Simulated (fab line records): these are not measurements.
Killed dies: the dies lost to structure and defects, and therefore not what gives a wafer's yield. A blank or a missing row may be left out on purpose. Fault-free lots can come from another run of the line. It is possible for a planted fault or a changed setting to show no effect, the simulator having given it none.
2 desks, one fault    flow sfq_line    each desk has only its own numbers; what lay behind them comes last

== FROM THE METROLOGY DESK ==
Lot by lot, what the gauges showed, no matter which tool ran the lot: averages of those sampled wafers that carry a number. A lot is out of limits, marked OUT, if its mean lies more than 4 standard deviations from the usual mean; the brackets give that distance.
Columns: A = M2_NB_RS at SFQ_M2_RS_MEAS_914, usual 0.893 ohm/sq; B = M2_OVL at SFQ_M2_OVL_MEAS_916, usual -4 nm
lot   first seen here  A      B
L792  day 16 22:20     0.894  -15
L799  day 19 14:41     0.890  -11
L804  day 21 15:07     0.893  -8
L810  day 22 22:19     0.896  -2
L812  day 23 05:32     0.890  -4
Result from this desk: across the 5 lots, nothing is out of limits.

== TOOL OWNER'S DESK, rie_metal-04 ==
The tool's own readings at SFQ_TRILAYER_M2_BARC_OPEN_METAL_ETCH_077 (etches BARC in O2, target depth 125 nm, time 41.7 s): means of the sampled wafers that have a number, for each lot that ran on this tool. A lot is out of limits, marked OUT, if its mean lies more than 4 standard deviations from the usual mean; the brackets give that distance.
Columns: A = drypump_motor_current_A at SFQ_TRILAYER_M2_BARC_OPEN_METAL_ETCH_077, usual 5.4 A; B = oes_product_au at SFQ_TRILAYER_M2_BARC_OPEN_METAL_ETCH_077, usual 0.685 a.u.; C = run_length_s at SFQ_TRILAYER_M2_BARC_OPEN_METAL_ETCH_077, usual 70.2 s
lot   first seen here  A    B      C
L792  day 22 06:43     5.3  0.686  70.6
L804  day 25 04:07     5.3  0.680  71.2
Result from this desk: across the 2 lots, nothing is out of limits.

== PUT TOGETHER ==
From the metrology desk's view, nothing was out of limits.
Nothing out of limits was seen by the tool owner's desk.

== WHAT WAS PUT IN BY THE SIMULATOR ==
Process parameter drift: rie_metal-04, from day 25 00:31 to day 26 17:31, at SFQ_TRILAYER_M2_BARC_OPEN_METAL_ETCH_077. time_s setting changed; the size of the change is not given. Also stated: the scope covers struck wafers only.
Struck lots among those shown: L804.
